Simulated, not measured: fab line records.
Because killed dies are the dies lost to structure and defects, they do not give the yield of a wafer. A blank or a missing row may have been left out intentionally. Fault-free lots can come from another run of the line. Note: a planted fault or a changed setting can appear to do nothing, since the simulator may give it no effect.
Which tool is to blame? | flow sky130 | 6 lots, 18 wafers sampled, at 4 steps of a route of 708

WHAT EACH GAUGE READ, for each wafer
SKY_VIA2_THK_MEAS_01.
lot  | measured     | on            | VIA2_HDPCVD_THK (nm)
L807 | day 36 04:17 | film_metro-04 | 1182 1180 1188
L812 | day 38 10:56 | film_metro-04 | 1194 1197 1178
L817 | day 39 17:50 | film_metro-03 | 1176 1166 1165
L821 | day 40 12:51 | film_metro-01 | 1184 2179 1187
L822 | day 40 18:19 | film_metro-03 | 1181 1187 2176
L828 | day 42 06:11 | film_metro-01 | 1187 1191 1190

EACH LOT AND THE TOOL THAT RAN IT (in order: tool; ch and the chambers of the sampled wafers; start)
lot  | SKY_VIA1_CMP_24               | SKY_METAL2_STRIP_20                  | SKY_VIA2_HDPCVD_00
L807 | cmp-01 ch 0,2,3, day 35 00:27 | plasma_asher-01 ch 0,1, day 36 03:32 | hdpcvd-02 ch 0,2, day 36 04:10
L812 | cmp-02 ch 0,3, day 37 07:35   | plasma_asher-01 ch 0,1, day 38 10:10 | hdpcvd-02 ch 0,1, day 38 10:47
L817 | cmp-01 ch 0,1, day 38 14:55   | plasma_asher-04 ch 1, day 39 17:07   | hdpcvd-02 ch 0,1,2, day 39 17:43
L821 | cmp-02 ch 1,2, day 39 11:00   | plasma_asher-01 ch 0,1, day 40 12:01 | hdpcvd-02 ch 0,1,2, day 40 12:45
L822 | cmp-02 ch 0,1,2, day 39 16:49 | plasma_asher-01 ch 0,1, day 40 17:37 | hdpcvd-02 ch 1,2, day 40 18:11
L828 | cmp-02 ch 2,3, day 41 04:28   | plasma_asher-01 ch 0,1, day 42 05:26 | hdpcvd-01 ch 0,1, day 42 06:03
- SKY_VIA1_CMP_24: polishes, stops on SiO2, t overpolish 15 s, target thk 0 nm.
- SKY_METAL2_STRIP_20: strips in O2/N2.
- SKY_VIA2_HDPCVD_00: deposits SiO2, target thk 1180 nm, time 196.7 s.

THE ANSWER, worked out from the rows above alone
Rule: usual is defined by the lots themselves. The widest of any qualifying gaps counts: lots, ordered by their means at a reading, are off when they make up no more than a third of the lots, leave a main group of 4 or more, and stand apart from it by 3 or more times the standard deviation of that group's means. A main group is skipped when, at the precision printed for the reading in the tables above, its means are all equal. Also off: a lot with no number at a reading for which 4 or more lots have one. Where the step has rows for the other lots, those lots are counted as sound.
Off: L821, L822, seen at SKY_VIA2_THK_MEAS_01 (VIA2_HDPCVD_THK). The main group: mean 1183 nm, standard deviation 8.4.
A tool fits if, at a process step before that reading, it ran every lot that is off, and no sound lot after the first of them. Those tools and the gauges at SKY_VIA2_THK_MEAS_01 are tried in the same way. One candidate fits, namely hdpcvd-02 at SKY_VIA2_HDPCVD_00. A fault onset in the window from L817 (day 39 17:43, its last sound lot) to L821 (day 40 12:45, its first lot off) fits.

WHAT WAS PUT IN BY THE SIMULATOR
hdpcvd-02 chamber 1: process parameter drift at SKY_VIA2_HDPCVD_00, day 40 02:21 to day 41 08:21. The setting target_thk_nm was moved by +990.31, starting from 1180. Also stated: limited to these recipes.
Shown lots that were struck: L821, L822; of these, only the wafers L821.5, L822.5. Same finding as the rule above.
